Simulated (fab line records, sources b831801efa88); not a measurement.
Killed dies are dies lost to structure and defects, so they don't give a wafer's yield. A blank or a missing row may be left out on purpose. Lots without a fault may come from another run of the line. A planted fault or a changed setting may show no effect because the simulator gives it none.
A struck lot beside a sound one | flow gf180mcu | 30 steps out of a route of 602
Sound: wafers L898.1, L898.2, L898.5. Struck: wafer L910.1. (L910.2, L910.3 of the same lot were not struck and are left out.) The cause comes at the end.
At each step with rows: each side's tool, then ch and its chambers, then its first start. Under that, the readings that differ: sound wafers | struck wafers | difference of the means | sigmas: that difference in standard deviations of wafers without a fault.
alike: readings whose means differ by less than 2 such deviations, and words and numbers that are the same on both sides. not compared: withheld readings, readings that some wafer has no value for, bounds like >300 that may hide the same value, and numbers for which the record gives no deviation and whose values overlap.
The two part at a step that has a row with sigmas, a row that says differs or no value, or rows on one side only. Numbers that don't overlap but have no deviation are shown without sigmas and don't part them. A reading that every wafer of one side lacks parts them only if that side has two wafers or more.

first, 3 steps without rows for these wafers: GF_PSD_EXPOSE_04 (exposes mask Pplus, target cd 400 nm); GF_PSD_PEB_05; GF_PSD_DEVELOP_06 (develop time 60 s).
GF_PSD_CD_MEAS_07: target cd 400 nm.
  sound on cd_sem-01, day 15 05:23; struck on cd_sem-02, day 19 20:58
  alike: cd_nm
GF_PSD_OVL_MEAS_08:
  sound on overlay-02, day 15 05:31; struck on overlay-01, day 19 21:05
  reading      | sound          | struck | difference | sigmas
  PSD_OVL (nm) | -2.2 -1.6 -3.3 | 2.2    | +4.6       | +3
then, 1 step without rows for these wafers: GF_PSD_IMPLANT_09.
GF_PSD_STRIP_10: strips in O2/N2.
  sound on plasma_asher-02 ch 0,1, day 15 05:42; struck on plasma_asher-03 ch 0, day 19 21:17
  alike: drypump_motor_current_A, heater_power_w, o2_flow_sccm, oes_product_au, strip_time_to_endpoint_s
  not compared: rf_hours_counter_h
GF_PSD_TW_MEAS_11:
  sound on film_metro-02, day 15 05:48; struck on film_metro-02, day 19 21:23
  alike: PSD_TW
then, 1 step without rows for these wafers: GF_PSD_CLEAN_12 (cleans in SC1/SC2, time 150 s).
GF_PSD_RTA_13: time 20 s.
  sound on rtp_anneal-02 ch 0, day 15 05:55; struck on rtp_anneal-02 ch 0, day 19 21:29
  alike: lamp_power_pct, wafer_temp_C_max
GF_PSD_RS_MEAS_14: measures by four-point-probe.
  sound on film_metro-04, day 15 05:59; struck on film_metro-04, day 19 21:34
  alike: NSD_RS
GF_PSD_RS_MEAS_15: measures by four-point-probe.
  sound on film_metro-04, day 15 06:07; struck on film_metro-04, day 19 21:41
  alike: PSD_RS
GF_SAB_CVD_00: deposits SiO2 from TEOS, target thk 50 nm, time 4.9302 s.
  sound on pecvd-04 ch 1,2, day 15 06:14; struck on pecvd-02 ch 0, day 19 21:49
  reading                              | sound             | struck | difference | sigmas
  model.SiO2_of_SAB_CVD_00.thk_nm (nm) | 49.83 49.85 50.93 | 53.85  | +3.65      |
  alike: heater_power_w
GF_SAB_THK_MEAS_01:
  sound on film_metro-02, day 15 06:15; struck on film_metro-04, day 19 21:50
  reading             | sound          | struck | difference | sigmas
  SAB_CVD_00_THK (nm) | 49.8 49.9 50.9 | 53.9   | +3.7       | +5
then, 7 steps without rows for these wafers: GF_SAB_DEHYDRATE_02 (time 60 s); GF_SAB_HMDS_03 (prime time 60 s); GF_SAB_COAT_04 (resist thk 1000 nm); GF_SAB_SOFTBAKE_05 (time 60 s); GF_SAB_EXPOSE_06 (exposes mask SAB, target cd 420 nm); GF_SAB_PEB_07; GF_SAB_DEVELOP_08 (develop time 60 s).
GF_SAB_CD_MEAS_09: target cd 420 nm.
  sound on cd_sem-02, day 16 04:05; struck on cd_sem-01, day 20 20:31
  alike: cd_nm
GF_SAB_OVL_MEAS_10:
  sound on overlay-01, day 16 04:12; struck on overlay-02, day 20 20:38
  alike: SAB_OVL
GF_SAB_ETCH_11: etches SiO2 in C4F8/O2/Ar, target depth 55 nm, time 8.5 s.
  sound on rie_diel-04 ch 0,2, day 16 04:14; struck on rie_diel-03 ch 0, day 20 20:40
  alike: oes_product_au
  not compared: rf_hours_counter_h
then, 1 step without rows for these wafers: GF_SAB_WET_ETCH_12 (etches SiO2 in dHF, target depth 22 nm, time 440 s).
GF_SAB_STRIP_13: strips in O2/N2.
  sound on plasma_asher-02 ch 0,1, day 16 04:23; struck on plasma_asher-02 ch 0, day 20 20:49
  reading                      | sound             | struck | difference | sigmas
  strip_time_to_endpoint_s (s) | 12.55 12.60 12.58 | 12.67  | +0.09      | +2
  alike: drypump_motor_current_A, heater_power_w, o2_flow_sccm, oes_product_au
  not compared: rf_hours_counter_h
then, 1 step without rows for these wafers: GF_SALICIDE_CLEAN_00 (cleans in SC1/SC2, time 150 s).
GF_SALICIDE_WET_ETCH_01: etches SiO2 in dHF, target depth 5 nm, time 100 s.
  sound on wet_bench-03 ch 0, day 16 04:32; struck on wet_bench-02 ch 3, day 20 20:59
  reading                              | sound           | struck | difference | sigmas
  model.SiO2_of_SAB_CVD_00.thk_nm (nm) | 39.12 39.2 40.2 | 43.08  | +3.57      |
GF_SALICIDE_SPUTTER_02: material Co, target thk 10 nm, time 20 s.
  sound on pvd_sputter-02, day 16 04:34; struck on pvd_sputter-02, day 20 21:03
  alike: throttle_valve_pct
-- the record jumps here: 13 days lie between the struck wafers' starts before and after (it left off in module SALICIDE and takes up again in module PASSIVATION, whose first step shown is number 602 of the route) --
GF_PASSIVATION_PROBE_99:
  the record has rows for the struck wafers here (prober-02, day 33 09:49) and none for the sound ones

WHERE THEY PART
First at GF_PSD_OVL_MEAS_08; last, within this record, at GF_PASSIVATION_PROBE_99.

WHY: what the simulator had put in
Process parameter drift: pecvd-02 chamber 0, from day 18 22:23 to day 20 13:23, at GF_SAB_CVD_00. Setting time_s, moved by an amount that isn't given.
